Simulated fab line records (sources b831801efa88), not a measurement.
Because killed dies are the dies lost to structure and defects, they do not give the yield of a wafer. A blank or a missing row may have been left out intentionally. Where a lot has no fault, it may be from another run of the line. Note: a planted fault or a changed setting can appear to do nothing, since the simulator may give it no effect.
One fault through the eyes of 2 desks -- flow sfq_line -- only its own numbers are on each desk; what lay behind them is given at the end

== AT THE METROLOGY DESK ==
What the gauges read for every lot (on any tool): the sampled wafers with a number, averaged. If a lot's mean is further than 4 standard deviations from the usual mean, the lot is out of limits and carries the mark OUT (the distance appears in the brackets).
Columns: A = M3_NB_RS at SFQ_M3_RS_MEAS_919, usual 0.885 ohm/sq
lot,first seen here,A
L618,day 35 07:26,0.866
L619,day 37 23:32,0.880
L622,day 39 05:11,0.888
L625,day 40 02:29,0.888
L626,day 40 04:53,0.884
L631,day 41 08:28,0.895
L632,day 42 15:09,0.889
L633,day 42 17:46,0.900
L635,day 43 06:21,0.891
L636,day 43 18:56,0.882
L638,day 49 17:27,0.874
L639,day 49 22:14,0.884
L640,day 50 09:53,0.869
L641,day 50 15:52,0.889
Finding of this desk: none of the 14 lots has anything out of limits.

== THE TOOL OWNER'S DESK: rie_metal-03 ==
The tool's own readings at SFQ_TRILAYER_M3_BARC_OPEN_METAL_ETCH_100 (etches BARC in O2, target depth 125 nm, time 41.7 s): means of the sampled wafers that have a number, for each lot that ran on this tool. If a lot's mean is further than 4 standard deviations from the usual mean, the lot is out of limits and carries the mark OUT (the distance appears in the brackets).
Columns: A = drypump_motor_current_A at SFQ_TRILAYER_M3_BARC_OPEN_METAL_ETCH_100, usual 5.8 A; B = oes_product_au at SFQ_TRILAYER_M3_BARC_OPEN_METAL_ETCH_100, usual 0.685 a.u.; C = run_length_s at SFQ_TRILAYER_M3_BARC_OPEN_METAL_ETCH_100, usual 69.8 s
lot,first seen here,A,B,C
L618,day 35 10:24,5.8,0.686,69.5
L619,day 38 03:25,5.9,0.684,69.8
L622,day 39 08:23,5.7,0.665 (-4.4) OUT,72.9 (+6.8) OUT
L625,day 40 08:22,5.8,0.659 (-5.6) OUT,72.8 (+6.6) OUT
L633,day 47 09:47,5.8,0.685,69.5
L635,day 47 12:10,5.8,0.681,69.6
L638,day 54 16:07,5.8,0.689,69.5
This desk's finding: out of limits on L622, L625; first on L622, day 39 08:23 (oes_product_au at SFQ_TRILAYER_M3_BARC_OPEN_METAL_ETCH_100). L618, L619, L633, L635, L638 stayed within limits.

== TAKEN TOGETHER ==
An alarm could have come from the tool owner's desk at day 39 08:23, on L622, L625.
Nothing out of limits was seen by the metrology desk.
The metrology desk holds a record of L622, L625, inside its limits.
Every lot named ran SFQ_TRILAYER_M3_BARC_OPEN_METAL_ETCH_100 on rie_metal-03.

== WHAT WAS PUT IN BY THE SIMULATOR ==
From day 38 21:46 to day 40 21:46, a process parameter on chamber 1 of rie_metal-03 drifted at SFQ_TRILAYER_M3_BARC_OPEN_METAL_ETCH_100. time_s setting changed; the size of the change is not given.
Lots struck among those shown: L622, L625.
How many hours passed from the start of the fault until each desk's first out-of-limits reading: the tool owner's desk, 11.
